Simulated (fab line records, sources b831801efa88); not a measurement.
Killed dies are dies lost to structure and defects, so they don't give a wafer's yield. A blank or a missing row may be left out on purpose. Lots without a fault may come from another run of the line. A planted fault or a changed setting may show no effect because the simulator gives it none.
fab line records | flow sky130
record lots=5 wafers=15 last_day=49
route steps=708 shown LDD_LDN@298 SPACER@304 POLY_CUT@307 SD_P@320 RES_XHIGH@332
lots that met no fault: from a run of the same line without faults
start_h: hours from the record's first day to the start of the lot's first wafer shown | wait_h: hours since the lot's step before | " the same as in the row above | L1.1+2: a row that stands for several wafers | - no value, or no start given | * or withheld: withheld | < > ~ a bound
route shown NAME@n: a module of which the file shows steps, and the number in the route of the first | usual: mean/standard deviation of fault-free wafers | same: alike in all rows | chamber/n: place in a boat | sites: the reading at each site | _std_site: their standard deviation | _edge_site: outer sites' mean less inner sites' | radius_mm: how far each site lies from the wafer's centre | mask NAME#n: copy n | behind: the tool/chamber that last shaped the wafer | hold: why the lot was held/for how many hours/how that ended | device: the transistor (n, p or np) that didn't switch | end of line: the same wafers' tests at the end of the route | a step without rows: its recipe alone | killed: dies lost to structure and defects at the first sort, not the wafer's yield | map: a wafer's dies, x killed, . not, _ none there
set.NAME: the setting as run; set.NAME@STEP: as run at that earlier step | model.NAME: the simulator's own value behind a step, which no gauge read
lots at some steps of the route; a table a step, a row a wafer
services: from which hour (start_h, from the record's first day; less than 0 if before it) a tool's chamber was out of use, for how many hours, and why
## steps
# step SKY_LDD_LDN_IMPLANT_09
# recipe species=As energy_kev=15 dose_cm2=1.25e+13 tilt_deg=withheld rotation_deg=113
# usual beam_energy_keV=15.000/0.0048 beam_on_s=9.97/0.2 rotation_deg=113.00/0.033
# columns lot.wafer tool chamber start_h wait_h beam_energy_keV beam_on_s rotation_deg
L074.1 implanter-01 0 535.92 0.1 14.995 9.92 113.00
L074.5 " 0 " " 14.996 10.31 112.98
L074.6 " 0 " " 14.995 10.06 113.00
L077.1 implanter-02 0 562.97 0.1 15.003 9.95 113.03
L077.5 " 0 " " 15.005 9.94 113.02
L077.6 " 0 " " 15.003 10.07 112.99
L078.1 implanter-01 0 577.99 0.1 14.997 10.02 113.05
L078.4 " 0 " " 14.997 10.15 113.03
L078.5 " 0 " " 14.994 10.07 113.08
L085.1 implanter-01 0 633.04 0.1 15.001 10.30 113.00
L085.2 " 0 " " 15.000 10.23 112.98
L085.4 " 0 " " 14.998 10.12 112.99
L089.3 implanter-04 0 655.25 0.1 15.006 9.74 113.01
L089.4 " 0 " " 14.997 9.64 113.06
L089.6 " 0 " " 15.003 9.80 113.03
# step SKY_LDD_LDN_IMPLANT_10
# recipe species=As energy_kev=15 dose_cm2=1.25e+13 tilt_deg=withheld rotation_deg=203
# usual beam_energy_keV=14.998/0.0055 beam_on_s=10.01/0.19 rotation_deg=202.99/0.042
# columns lot.wafer tool chamber start_h wait_h beam_energy_keV beam_on_s rotation_deg
L074.1 implanter-01 0 536.07 0.1 14.999 9.79 202.94
L074.5 " 0 " " 14.998 9.71 202.94
L074.6 " 0 " " 14.999 9.63 202.96
L077.1 implanter-02 0 563.12 0.1 15.000 9.94 203.07
L077.5 " 0 " " 15.001 10.12 203.00
L077.6 " 0 " " 14.998 10.17 203.03
L078.1 implanter-01 0 578.14 0.1 14.994 9.99 202.97
L078.4 " 0 " " 14.995 9.97 202.96
L078.5 " 0 " " 14.997 9.93 202.95
L085.1 implanter-01 0 633.19 0.1 15.013 10.08 203.00
L085.2 " 0 " " 15.003 10.13 202.96
L085.4 " 0 " " 15.005 10.13 202.99
L089.3 implanter-04 0 655.40 0.1 15.006 10.05 202.97
L089.4 " 0 " " 14.997 9.97 202.96
L089.6 " 0 " " 15.001 9.94 202.95
# step SKY_LDD_LDN_IMPLANT_11
# recipe species=As energy_kev=15 dose_cm2=1.25e+13 tilt_deg=withheld rotation_deg=293
# usual beam_energy_keV=15.000/0.0045 beam_on_s=9.97/0.19 rotation_deg=293.00/0.049
# columns lot.wafer tool chamber start_h wait_h beam_energy_keV beam_on_s rotation_deg
L074.1 implanter-01 0 536.22 0.1 14.993 10.05 293.03
L074.5 " 0 " " 14.998 9.93 292.94
L074.6 " 0 " " 14.991 9.71 293.02
L077.1 implanter-02 0 563.27 0.1 14.999 10.21 293.03
L077.5 " 0 " " 14.999 10.16 293.03
L077.6 " 0 " " 15.003 10.24 292.92
L078.1 implanter-01 0 578.29 0.1 14.991 9.63 292.93
L078.4 " 0 " " 14.995 10.13 293.00
L078.5 " 0 " " 14.991 9.97 293.01
L085.1 implanter-01 0 633.34 0.1 15.001 9.85 292.98
L085.2 " 0 " " 14.998 9.95 292.96
L085.4 " 0 " " 15.003 10.02 293.00
L089.3 implanter-04 0 655.55 0.1 14.996 9.75 292.91
L089.4 " 0 " " 15.002 9.83 292.93
L089.6 " 0 " " 15.000 9.95 293.05
# step SKY_LDD_LDN_STRIP_12
# recipe chemistry=O2/N2 power_w=1400 pressure_mtorr=1500 platen_temp_c=withheld o2_flow_sccm=3000 n2_flow_sccm=300 overash_fraction=0.5
# usual drypump_motor_current_A=5.5/0.43 oes_product_au=0.715/0.0047 strip_time_to_endpoint_s=14.17/0.044
# columns lot.wafer tool chamber start_h wait_h drypump_motor_current_A oes_product_au rf_hours_counter_h strip_time_to_endpoint_s
L074.1 plasma_asher-02 0 536.37 0.1 5.7 0.706 81 14.15
L074.5 " 0 " " 5.7 0.716 - 14.15
L074.6 " 1 " " 5.4 0.703 - 14.13
L077.1 plasma_asher-04 1 563.42 0.1 5.2 0.719 67 14.11
L077.5 " 1 " " 5.2 0.716 - 14.13
L077.6 " 0 " " 5.2 0.727 - 14.11
L078.1 plasma_asher-02 0 578.44 0.1 5.7 0.715 86 14.20
L078.4 " 1 " " 5.4 0.716 - 14.20
L078.5 " 0 " " 5.7 0.720 - 14.19
L085.1 plasma_asher-04 0 633.49 0.1 5.2 0.717 74 14.21
L085.2 " 1 " " 5.1 0.714 74 14.21
L085.4 " 1 " " 5.1 0.722 - 14.23
L089.3 plasma_asher-02 1 655.68 0.1 5.4 0.719 - 14.12
L089.4 " 0 " " 5.7 0.708 - 14.17
L089.6 " 0 " " 5.7 0.715 - 14.22
# step SKY_LDD_LDN_TW_MEAS_13
# usual LDD_LDN_TW=1488/8.6
# columns lot.wafer tool chamber start_h wait_h LDD_LDN_TW
L074.1 film_metro-03 - 536.47 0.1 1485
L074.5 " - " " 1491
L074.6 " - " " 1488
L077.1 film_metro-01 - 563.52 0.1 1473
L077.5 " - " " 1481
L077.6 " - " " 1484
L078.1 film_metro-03 - 578.54 0.1 1488
L078.4 " - " " 1483
L078.5 " - " " 1483
L085.1 film_metro-03 - 633.59 0.1 1485
L085.2 " - " " 1482
L085.4 " - " " 1477
L089.3 film_metro-04 - 655.77 0.1 1493
L089.4 " - " " 1499
L089.6 " - " " 1498
# step SKY_LDD_LDN_CLEAN_14
# recipe chemistry=SC1/SC2 mix=1:4:20 temp_c=70 time_s=150 dry=n2_spin
# columns lot.wafer tool chamber start_h wait_h
L074.1+5+6 wet_bench-04 3 536.53 0.1
L077.1+5+6 wet_bench-01 2 563.58 0.1
L078.1+4+5 wet_bench-03 2 578.60 0.1
L085.1+2+4 wet_bench-03 3 633.65 0.1
L089.3+4+6 wet_bench-03 3 655.81 0.0
# step SKY_SPACER_CVD_00
# recipe material=Si3N4 precursor=DCS/NH3 target_thk_nm=43.1 temp_c=770 time_s=740 pressure_mtorr=250
# usual pressure_mtorr=250.0/0.6 spike_tc_lower_C=769.5/1.2 zone_power_bottom_pct=19.5/0.83
# columns lot.wafer tool chamber start_h wait_h pressure_mtorr spike_tc_lower_C zone_power_bottom_pct
L074.1 lpcvd-02 1 536.58 0.0 248.8 768.0 20.1
L074.5 " 1 " " 249.3 770.1 20.6
L074.6 " 1 " " 249.1 770.6 20.4
L077.1 lpcvd-02 1 563.63 0.0 249.6 770.8 20.2
L077.5 " 1 " " 249.3 770.3 20.2
L077.6 " 1 " " 250.4 770.9 20.6
L078.1 lpcvd-02 0 578.65 0.0 249.5 768.4 18.9
L078.4 " 0 " " 249.9 769.5 18.9
L078.5 " 0 " " 250.9 769.4 18.9
L085.1 lpcvd-02 1 634.61 0.9 250.3 770.2 20.5
L085.2 " 1 " " 249.9 770.9 20.5
L085.4 " 1 " " 249.7 770.9 20.2
L089.3 lpcvd-02 1 656.97 1.1 250.4 771.3 20.4
L089.4 " 1 " " 250.9 771.7 20.3
L089.6 " 1 " " 250.8 770.4 20.5
# step SKY_SPACER_THK_MEAS_01
# recipe reads=Si3N4_of_SPACER_CVD_00
# usual SPACER_CVD_00_THK=43.1/0.39
# columns lot.wafer tool chamber start_h wait_h SPACER_CVD_00_THK[nm]
L074.1 film_metro-02 - 537.79 0.0 43.4
L074.5 " - " " 43.4
L074.6 " - " " 43.1
L077.1 film_metro-04 - 564.83 0.0 43.1
L077.5 " - " " 43.4
L077.6 " - " " 43.2
L078.1 film_metro-03 - 579.86 0.0 43.1
L078.4 " - " " 42.6
L078.5 " - " " 42.6
L085.1 film_metro-03 - 635.82 0.0 42.9
L085.2 " - " " 42.8
L085.4 " - " " 42.8
L089.3 film_metro-02 - 658.20 0.0 42.7
L089.4 " - " " 42.6
L089.6 " - " " 42.8
# step SKY_SPACER_ETCHBACK_02
# recipe chemistry=CH3F/O2 target=Si3N4 stop_on=SiO2 source_w=400 bias_w=80 pressure_mtorr=25 ch3f_flow_sccm=40 O2_flow_sccm=30 time_s=46.7 target_depth_a=450
# usual drypump_motor_current_A=5.7/0.46 oes_product_au=0.855/0.0058 throttle_valve_pct=10.562/0.0093
# columns lot.wafer tool chamber start_h wait_h drypump_motor_current_A oes_product_au rf_hours_counter_h throttle_valve_pct
L074.1 rie_diel-04 0 537.85 0.1 5.1 0.854 12 10.569
L074.5 " 0 " " 5.1 0.849 - 10.569
L074.6 " 1 " " 5.6 0.857 - 10.556
L077.1 rie_diel-03 2 564.89 0.1 5.9 0.862 14 10.570
L077.5 " 1 " " 6.2 0.858 - 10.561
L077.6 " 2 " " 5.9 0.852 - 10.573
L078.1 rie_diel-01 1 579.92 0.1 6.0 0.858 15 10.549
L078.4 " 0 " " 6.0 0.855 72 10.574
L078.5 " 3 " " 5.8 0.856 - 10.564
L085.1 rie_diel-03 1 635.88 0.1 6.2 0.849 13 10.552
L085.2 " 2 " " 5.9 0.854 16 10.570
L085.4 " 3 " " 5.9 0.856 9 10.563
L089.3 rie_diel-01 2 658.24 0.0 5.6 0.851 28 10.572
L089.4 " 3 " " 5.8 0.851 36 10.552
L089.6 " 1 " " 5.9 0.852 - 10.543
# step SKY_POLY_CUT_DEHYDRATE_00
# recipe temp_c=200 time_s=60
# columns lot.wafer tool chamber start_h wait_h
L074.1+5+6 litho_track-04 0 552.03 14.2
L077.1+5+6 litho_track-04 0 578.58 13.7
L078.1+4+5 litho_track-04 0 593.58 13.6
L085.1+2+4 litho_track-04 0 649.23 13.3
L089.3+4+6 litho_track-02 0 672.26 14.0
# step SKY_POLY_CUT_HMDS_01
# recipe prime_time_s=60 prime_temp_c=120
# usual prime_temp_c=119.96/0.13
# columns lot.wafer tool chamber start_h wait_h prime_temp_c
L074.1 litho_track-04 0 552.18 0.1 120.04
L074.5 " 0 " " 119.94
L074.6 " 0 " " 120.13
L077.1 litho_track-04 0 578.73 0.1 120.12
L077.5 " 0 " " 120.08
L077.6 " 0 " " 120.23
L078.1 litho_track-04 0 593.73 0.1 119.87
L078.4 " 0 " " 120.13
L078.5 " 0 " " 119.77
L085.1 litho_track-04 0 649.38 0.1 119.72
L085.2 " 0 " " 119.77
L085.4 " 0 " " 119.99
L089.3 litho_track-02 0 672.41 0.1 119.83
L089.4 " 0 " " 119.68
L089.6 " 0 " " 119.79
# step SKY_POLY_CUT_COAT_02
# recipe resist=BARC temp_c=withheld time_s=withheld spin_rpm=3000 resist_thk_nm=60
# usual spin_speed_rpm=2999.9/2
# columns lot.wafer tool chamber start_h wait_h spin_speed_rpm
L074.1 litho_track-04 0 552.33 0.1 3001.1
L074.5 " 0 " " 3000.8
L074.6 " 0 " " 3001.7
L077.1 litho_track-04 0 578.88 0.1 3001.6
L077.5 " 0 " " 2996.0
L077.6 " 0 " " 3000.4
L078.1 litho_track-04 0 593.88 0.1 3000.0
L078.4 " 0 " " 3002.8
L078.5 " 0 " " 3001.3
L085.1 litho_track-04 0 649.53 0.1 3001.8
L085.2 " 0 " " 3002.0
L085.4 " 0 " " 2997.7
L089.3 litho_track-02 0 672.56 0.1 3003.1
L089.4 " 0 " " 3000.5
L089.6 " 0 " " 3000.1
# step SKY_POLY_CUT_COAT_03
# recipe resist=KrF-thick spin_rpm=3000 resist_thk_nm=450
# usual spin_speed_rpm=2999.7/2.5
# columns lot.wafer tool chamber start_h wait_h spin_speed_rpm
L074.1 litho_track-04 0 - - 3001.6
L074.5 " 0 " " 2999.1
L074.6 " 0 " " 2997.2
L077.1 litho_track-04 0 - - 2997.8
L077.5 " 0 " " 2997.7
L077.6 " 0 " " 3005.1
L078.1 litho_track-04 0 - - 3000.7
L078.4 " 0 " " 2998.0
L078.5 " 0 " " 3001.9
L085.1 litho_track-04 0 - - 3002.5
L085.2 " 0 " " 2999.5
L085.4 " 0 " " 3004.0
L089.3 litho_track-02 0 - - 3000.2
L089.4 " 0 " " 2997.2
L089.6 " 0 " " 2999.4
# step SKY_POLY_CUT_SOFTBAKE_04
# recipe temp_c=100 time_s=90 resist=KrF-thick
# columns lot.wafer tool chamber start_h wait_h
L074.1+5+6 litho_track-04 0 - -
L077.1+5+6 litho_track-04 0 - -
L078.1+4+5 litho_track-04 0 - -
L085.1+2+4 litho_track-04 0 - -
L089.3+4+6 litho_track-02 0 - -
# step SKY_POLY_CUT_EXPOSE_05
# recipe mask_id=NPCM na=0.8 source_shape=annular sigma_inner=0.55 sigma_outer=0.85 target_cd_nm=270 dose_mj=32
# columns lot.wafer tool chamber start_h wait_h mask
L074.1+5+6 krf_scanner-02 0 - - NPCM#0
L077.1+5+6 krf_scanner-01 0 - - NPCM#0
L078.1+4+5 krf_scanner-01 0 - - NPCM#0
L085.1+2+4 krf_scanner-02 0 - - NPCM#0
L089.3+4+6 krf_scanner-02 0 - - NPCM#0
# step SKY_POLY_CUT_PEB_06
# recipe peb_temp_c=withheld peb_time_s=withheld resist=KrF-thick
# columns lot.wafer tool chamber start_h wait_h
L074.1+5+6 litho_track-01 0 - -
L077.1+5+6 litho_track-01 0 - -
L078.1+4+5 litho_track-02 0 - -
L085.1+2+4 litho_track-04 0 - -
L089.3+4+6 litho_track-01 0 - -
# step SKY_POLY_CUT_DEVELOP_07
# recipe develop_time_s=60 resist=KrF-thick dev_temp_c=21
# columns lot.wafer tool chamber start_h wait_h
L074.1+5+6 litho_track-01 0 - -
L077.1+5+6 litho_track-01 0 - -
L078.1+4+5 litho_track-02 0 - -
L085.1+2+4 litho_track-04 0 - -
L089.3+4+6 litho_track-01 0 - -
# step SKY_POLY_CUT_CD_MEAS_08
# recipe target_cd_nm=270
# usual cd_nm=270.5/1.6
# columns lot.wafer tool chamber start_h wait_h cd_nm
L074.1 cd_sem-01 - 567.11 - 270.6
L074.5 " - " " 271.8
L074.6 " - " " 270.3
L077.1 cd_sem-01 - 593.81 - 269.4
L077.5 " - " " 269.9
L077.6 " - " " 269.7
L078.1 cd_sem-02 - 608.71 - 270.1
L078.4 " - " " 270.7
L078.5 " - " " 271.6
L085.1 cd_sem-01 - 664.08 - 272.2
L085.2 " - " " 271.0
L085.4 " - " " 272.0
L089.3 cd_sem-02 - 685.90 - 270.5
L089.4 " - " " 268.6
L089.6 " - " " 269.2
# step SKY_POLY_CUT_OVL_MEAS_09
# usual POLY_CUT_OVL=2/5
# columns lot.wafer tool chamber start_h wait_h POLY_CUT_OVL[nm]
L074.1 overlay-02 - 567.23 0.1 4
L074.5 " - " " 0
L074.6 " - " " -1
L077.1 overlay-02 - 593.93 0.1 1
L077.5 " - " " -3
L077.6 " - " " -1
L078.1 overlay-02 - 608.83 0.1 4
L078.4 " - " " 8
L078.5 " - " " 8
L085.1 overlay-02 - 664.20 0.1 3
L085.2 " - " " 8
L085.4 " - " " 2
L089.3 overlay-02 - 685.99 0.1 -11
L089.4 " - " " -7
L089.6 " - " " -6
# step SKY_POLY_CUT_ETCH_10
# recipe chemistry=N2/H2 target=BARC ion_energy_ev=200 source_w=500 bias_w=100 pressure_mtorr=30 n2_flow_sccm=100 h2_flow_sccm=200 stop_on=SiO2 time_s=45.9 target_depth_a=600
# usual drypump_motor_current_A=5.9/0.4 oes_product_au=0.855/0.005 throttle_valve_pct=13.226/0.0093
# columns lot.wafer tool chamber start_h wait_h drypump_motor_current_A oes_product_au rf_hours_counter_h throttle_valve_pct
L074.1 rie_diel-01 0 567.26 0.0 6.0 0.860 72 13.227
L074.5 " 0 " " 6.0 0.855 - 13.238
L074.6 " 3 " " 5.9 0.856 - 13.239
L077.1 rie_diel-02 0 593.96 0.0 5.3 0.849 9 13.218
L077.5 " 1 " " 6.4 0.857 - 13.212
L077.6 " 0 " " 5.2 0.857 - 13.238
L078.1 rie_diel-01 2 608.87 0.0 5.6 0.856 26 13.206
L078.4 " 1 " " 6.0 0.849 16 13.240
L078.5 " 2 " " 5.6 0.857 - 13.229
L085.1 rie_diel-04 3 664.24 0.0 4.9 0.851 6 13.232
L085.2 " 1 " " 5.6 0.856 5 13.230
L085.4 " 0 " " 5.0 0.854 13 13.244
L089.3 rie_diel-01 3 686.01 0.0 5.8 0.859 37 13.220
L089.4 " 0 " " 6.0 0.864 2 13.226
L089.6 " 0 " " 6.0 0.862 - 13.221
# step SKY_POLY_CUT_ETCH_11
# recipe target=Si3N4 chemistry=CF4/CH2F2/Ar stop_on=poly-Si source_w=600 bias_w=150 pressure_mtorr=40 cf4_flow_sccm=40 ch2f2_flow_sccm=20 Ar_flow_sccm=150 time_s=42.5 target_depth_a=600
# usual drypump_motor_current_A=5.9/0.4 oes_product_au=0.830/0.0062 throttle_valve_pct=14.993/0.0096
# columns lot.wafer tool chamber start_h wait_h drypump_motor_current_A oes_product_au rf_hours_counter_h throttle_valve_pct
L074.1 rie_diel-01 0 567.30 0.0 6.0 0.835 72 15.001
L074.5 " 0 " " 6.0 0.836 - 15.001
L074.6 " 3 " " 5.9 0.831 - 14.999
L077.1 rie_diel-02 0 594.00 0.0 5.3 0.824 9 14.999
L077.5 " 1 " " 6.3 0.821 - 14.970
L077.6 " 0 " " 5.3 0.825 - 14.993
L078.1 rie_diel-01 2 608.91 0.0 5.6 0.830 26 14.999
L078.4 " 1 " " 6.0 0.827 16 14.995
L078.5 " 2 " " 5.6 0.825 - 14.987
L085.1 rie_diel-04 3 664.28 0.0 4.8 0.822 6 14.986
L085.2 " 1 " " 5.6 0.823 5 14.996
L085.4 " 0 " " 5.1 0.833 13 14.989
L089.3 rie_diel-01 3 686.05 0.0 5.9 0.828 37 14.996
L089.4 " 0 " " 6.0 0.833 2 14.992
L089.6 " 0 " " 6.0 0.811 - 14.976
# step SKY_POLY_CUT_STRIP_12
# recipe chemistry=O2/N2 power_w=1400 pressure_mtorr=1500 platen_temp_c=withheld o2_flow_sccm=3000 n2_flow_sccm=300 overash_fraction=0.5
# usual drypump_motor_current_A=5.5/0.47 oes_product_au=0.452/0.0042 strip_time_to_endpoint_s=5.353/0.015
# columns lot.wafer tool chamber start_h wait_h drypump_motor_current_A oes_product_au rf_hours_counter_h strip_time_to_endpoint_s
L074.1 plasma_asher-01 0 567.34 0.0 5.3 0.451 12 5.381
L074.5 " 1 " " 5.3 0.454 - 5.388
L074.6 " 0 " " 5.3 0.457 - 5.383
L077.1 plasma_asher-03 0 594.04 0.0 5.9 0.450 53 5.350
L077.5 " 0 " " 5.9 0.452 - 5.350
L077.6 " 1 " " 6.7 0.457 - 5.347
L078.1 plasma_asher-01 0 608.95 0.0 5.2 0.454 16 5.349
L078.4 " 0 " " 5.2 0.448 - 5.357
L078.5 " 1 " " 5.3 0.456 - 5.354
L085.1 plasma_asher-01 0 664.32 0.0 5.3 0.450 22 5.363
L085.2 " 1 " " 5.3 0.456 22 5.378
L085.4 " 0 " " 5.3 0.452 - 5.357
L089.3 plasma_asher-03 0 686.13 0.1 5.9 0.456 - 5.368
L089.4 " 1 " " 6.7 0.454 - 5.340
L089.6 " 1 " " 6.7 0.450 - 5.369
# step SKY_SD_P_DEHYDRATE_00
# recipe temp_c=200 time_s=60
# columns lot.wafer tool chamber start_h wait_h
L074.1+5+6 litho_track-04 0 581.93 14.6
L077.1+5+6 litho_track-03 0 607.88 13.8
L078.1+4+5 litho_track-03 0 623.23 14.2
L085.1+2+4 litho_track-03 0 677.78 13.4
L089.3+4+6 litho_track-01 0 699.85 13.7
# step SKY_SD_P_HMDS_01
# recipe prime_time_s=60 prime_temp_c=120
# usual prime_temp_c=120.02/0.13
# columns lot.wafer tool chamber start_h wait_h prime_temp_c
L074.1 litho_track-04 0 582.08 0.1 120.07
L074.5 " 0 " " 119.80
L074.6 " 0 " " 120.05
L077.1 litho_track-03 0 608.03 0.1 120.06
L077.5 " 0 " " 120.10
L077.6 " 0 " " 119.98
L078.1 litho_track-03 0 623.38 0.1 119.96
L078.4 " 0 " " 120.14
L078.5 " 0 " " 120.01
L085.1 litho_track-03 0 677.93 0.1 120.15
L085.2 " 0 " " 119.90
L085.4 " 0 " " 120.12
L089.3 litho_track-01 0 700.00 0.1 120.08
L089.4 " 0 " " 120.06
L089.6 " 0 " " 120.27
# step SKY_SD_P_COAT_02
# recipe resist=NOVOLAK spin_rpm=3000 resist_thk_nm=1140
# usual spin_speed_rpm=2999.9/2
# columns lot.wafer tool chamber start_h wait_h spin_speed_rpm
L074.1 litho_track-04 0 582.23 0.1 3004.3
L074.5 " 0 " " 3000.8
L074.6 " 0 " " 3000.2
L077.1 litho_track-03 0 608.18 0.1 3000.6
L077.5 " 0 " " 3001.0
L077.6 " 0 " " 2998.4
L078.1 litho_track-03 0 623.53 0.1 3001.0
L078.4 " 0 " " 3001.3
L078.5 " 0 " " 3000.5
L085.1 litho_track-03 0 678.08 0.1 2999.1
L085.2 " 0 " " 2999.6
L085.4 " 0 " " 2997.2
L089.3 litho_track-01 0 700.15 0.1 2997.3
L089.4 " 0 " " 2997.5
L089.6 " 0 " " 2998.7
# step SKY_SD_P_SOFTBAKE_03
# recipe temp_c=90 time_s=60 resist=NOVOLAK
# columns lot.wafer tool chamber start_h wait_h
L074.1+5+6 litho_track-04 0 582.38 0.1
L077.1+5+6 litho_track-03 0 608.33 0.1
L078.1+4+5 litho_track-03 0 623.68 0.1
L085.1+2+4 litho_track-03 0 678.23 0.1
L089.3+4+6 litho_track-01 0 700.30 0.1
# step SKY_SD_P_EXPOSE_04
# recipe mask_id=PSDM na=0.6 source_shape=conventional sigma_outer=0.6 polarization=unpolarized target_cd_nm=380 dose_mj=138
# columns lot.wafer tool chamber start_h wait_h mask
L074.1+5+6 iline_stepper-02 0 - - PSDM#0
L077.1+5+6 iline_stepper-02 0 - - PSDM#0
L078.1+4+5 iline_stepper-01 0 - - PSDM#0
L085.1+2+4 iline_stepper-02 0 - - PSDM#0
L089.3+4+6 iline_stepper-02 0 - - PSDM#0
# step SKY_SD_P_PEB_05
# recipe temp_c=withheld time_s=* resist=NOVOLAK
# columns lot.wafer tool chamber start_h wait_h
L074.1+5+6 litho_track-04 0 - -
L077.1+5+6 litho_track-04 0 - -
L078.1+4+5 litho_track-04 0 - -
L085.1+2+4 litho_track-04 0 - -
L089.3+4+6 litho_track-04 0 - -
# step SKY_SD_P_DEVELOP_06
# recipe resist=NOVOLAK developer=TMAH develop_time_s=60 dev_temp_c=23
# columns lot.wafer tool chamber start_h wait_h
L074.1+5+6 litho_track-04 0 596.38 0.1
L077.1+5+6 litho_track-04 0 623.28 0.1
L078.1+4+5 litho_track-04 0 637.38 0.1
L085.1+2+4 litho_track-04 0 691.83 0.1
L089.3+4+6 litho_track-04 0 714.13 0.1
# step SKY_SD_P_CD_MEAS_07
# recipe target_cd_nm=380
# usual cd_nm=379.8/2.7
# columns lot.wafer tool chamber start_h wait_h cd_nm
L074.1 cd_sem-01 - 596.53 0.1 382.3
L074.5 " - " " 379.5
L074.6 " - " " 380.4
L077.1 cd_sem-02 - 623.43 0.1 376.1
L077.5 " - " " 375.7
L077.6 " - " " 375.9
L078.1 cd_sem-01 - 637.53 0.1 372.0
L078.4 " - " " 376.5
L078.5 " - " " 375.9
L085.1 cd_sem-01 - 691.98 0.1 384.9
L085.2 " - " " 382.1
L085.4 " - " " 380.0
L089.3 cd_sem-02 - 714.27 0.1 378.7
L089.4 " - " " 379.0
L089.6 " - " " 380.1
# step SKY_SD_P_OVL_MEAS_08
# usual SD_P_OVL=-0.7/1.7
# columns lot.wafer tool chamber start_h wait_h SD_P_OVL[nm]
L074.1 overlay-02 - 596.65 0.1 -0.2
L074.5 " - " " -2.5
L074.6 " - " " -2.9
L077.1 overlay-02 - 623.55 0.1 -2.7
L077.5 " - " " -4.1
L077.6 " - " " -2.9
L078.1 overlay-02 - 637.65 0.1 -4.3
L078.4 " - " " -3.4
L078.5 " - " " -4.6
L085.1 overlay-01 - 692.10 0.1 0.1
L085.2 " - " " -1.1
L085.4 " - " " -0.6
L089.3 overlay-01 - 714.36 0.1 -1.5
L089.4 " - " " 1.7
L089.6 " - " " -1.2
# step SKY_SD_P_IMPLANT_09
# recipe species=BF2 energy_kev=20 dose_cm2=3e+15 tilt_deg=0
# usual beam_energy_keV=20.000/0.0061 beam_on_s=14.4/1
# columns lot.wafer tool chamber start_h wait_h beam_energy_keV beam_on_s
L074.1 implanter-04 0 596.69 0.0 19.988 13.4
L074.5 " 0 " " 19.992 13.6
L074.6 " 0 " " 19.994 13.9
L077.1 implanter-02 0 623.59 0.0 20.003 16.1
L077.5 " 0 " " 20.003 16.4
L077.6 " 0 " " 19.997 15.8
L078.1 implanter-03 0 637.69 0.0 19.996 14.1
L078.4 " 0 " " 20.002 13.1
L078.5 " 0 " " 19.996 13.6
L085.1 implanter-04 0 692.14 0.0 19.997 13.6
L085.2 " 0 " " 20.002 13.9
L085.4 " 0 " " 20.004 14.1
L089.3 implanter-03 0 714.44 0.1 19.994 14.6
L089.4 " 0 " " 19.989 14.1
L089.6 " 0 " " 19.996 13.8
# step SKY_SD_P_STRIP_10
# recipe chemistry=O2/N2 power_w=1400 pressure_mtorr=1500 platen_temp_c=withheld o2_flow_sccm=3000 n2_flow_sccm=300 overash_fraction=0.5
# usual drypump_motor_current_A=5.35/0.19 oes_product_au=0.617/0.0046 strip_time_to_endpoint_s=17.48/0.038
# columns lot.wafer tool chamber start_h wait_h drypump_motor_current_A oes_product_au rf_hours_counter_h strip_time_to_endpoint_s
L074.1 plasma_asher-04 1 596.84 0.1 5.16 0.618 70 17.51
L074.5 " 0 " " 5.22 0.612 - 17.51
L074.6 " 1 " " 5.20 0.615 - 17.51
L077.1 plasma_asher-02 0 623.74 0.1 5.72 0.617 90 17.45
L077.5 " 0 " " 5.71 0.617 - 17.45
L077.6 " 1 " " 5.36 0.614 - 17.44
L078.1 plasma_asher-02 1 637.84 0.1 5.42 0.621 91 17.51
L078.4 " 1 " " 5.40 0.624 - 17.46
L078.5 " 0 " " 5.70 0.619 - 17.48
L085.1 plasma_asher-02 1 692.29 0.1 5.37 0.618 97 17.53
L085.2 " 0 " " 5.70 0.617 97 17.48
L085.4 " 1 " " 5.38 0.612 - 17.51
L089.3 plasma_asher-02 1 714.57 0.1 5.37 0.622 - 17.46
L089.4 " 0 " " 5.72 0.618 - 17.42
L089.6 " 0 " " 5.71 0.621 - 17.43
# step SKY_SD_P_TW_MEAS_11
# usual SD_P_TW=2815/16
# columns lot.wafer tool chamber start_h wait_h SD_P_TW
L074.1 film_metro-02 - 596.94 0.1 2803
L074.5 " - " " 2801
L074.6 " - " " 2804
L077.1 film_metro-02 - 623.84 0.1 2810
L077.5 " - " " 2808
L077.6 " - " " 2820
L078.1 film_metro-01 - 637.94 0.1 2833
L078.4 " - " " 2822
L078.5 " - " " 2822
L085.1 film_metro-02 - 692.39 0.1 2804
L085.2 " - " " 2802
L085.4 " - " " 2784
L089.3 film_metro-02 - 714.66 0.1 2810
L089.4 " - " " 2806
L089.6 " - " " 2801
# step SKY_RES_XHIGH_DEHYDRATE_00
# recipe temp_c=200 time_s=60
# columns lot.wafer tool chamber start_h wait_h
L074.1+5+6 litho_track-03 0 610.88 13.9
L077.1+5+6 litho_track-03 0 636.88 13.0
L078.1+4+5 litho_track-03 0 651.98 14.0
L085.1+2+4 litho_track-03 0 706.13 13.7
L089.3+4+6 litho_track-04 0 728.18 13.5
# step SKY_RES_XHIGH_HMDS_01
# recipe prime_time_s=60 prime_temp_c=120
# usual prime_temp_c=119.98/0.13
# columns lot.wafer tool chamber start_h wait_h prime_temp_c
L074.1 litho_track-03 0 611.03 0.1 119.88
L074.5 " 0 " " 119.97
L074.6 " 0 " " 119.91
L077.1 litho_track-03 0 637.03 0.1 119.91
L077.5 " 0 " " 119.88
L077.6 " 0 " " 120.10
L078.1 litho_track-03 0 652.13 0.1 119.92
L078.4 " 0 " " 119.93
L078.5 " 0 " " 120.09
L085.1 litho_track-03 0 706.28 0.1 119.94
L085.2 " 0 " " 120.05
L085.4 " 0 " " 120.09
L089.3 litho_track-04 0 728.33 0.1 119.83
L089.4 " 0 " " 120.12
L089.6 " 0 " " 119.87
## services
# columns tool chamber start_h hours kind
rie_diel-04 0 515.19 4.3 repair
implanter-04 - 516.13 5.6 repair
krf_scanner-02 - 516.21 4.3 repair
implanter-02 - 516.84 3.1 repair
implanter-04 - 521.77 31.8 pm
lpcvd-02 - 544.21 14.6 pm
plasma_asher-01 - 549.55 1.8 repair
iline_stepper-02 - 549.58 1.7 pm
rie_diel-04 - 557.80 14.6 pm
krf_scanner-02 - 570.05 0.3 repair
implanter-04 - 570.76 7.7 repair
implanter-02 - 570.84 4.1 pm
krf_scanner-02 - 573.82 0.2 repair
implanter-04 - 577.48 2.1 repair
iline_stepper-02 - 626.28 3.6 repair
implanter-04 - 648.87 0.6 repair
implanter-01 - 654.81 5.5 pm
lpcvd-02 - 679.06 5.3 repair
rie_diel-01 - 681.04 0.7 repair
implanter-02 - 687.14 1.8 repair
rie_diel-01 0 690.94 20.6 repair
rie_diel-01 3 691.37 3.4 repair
implanter-02 - 708.69 38.7 repair
rie_diel-01 2 721.97 8.9 repair
## key
fault none
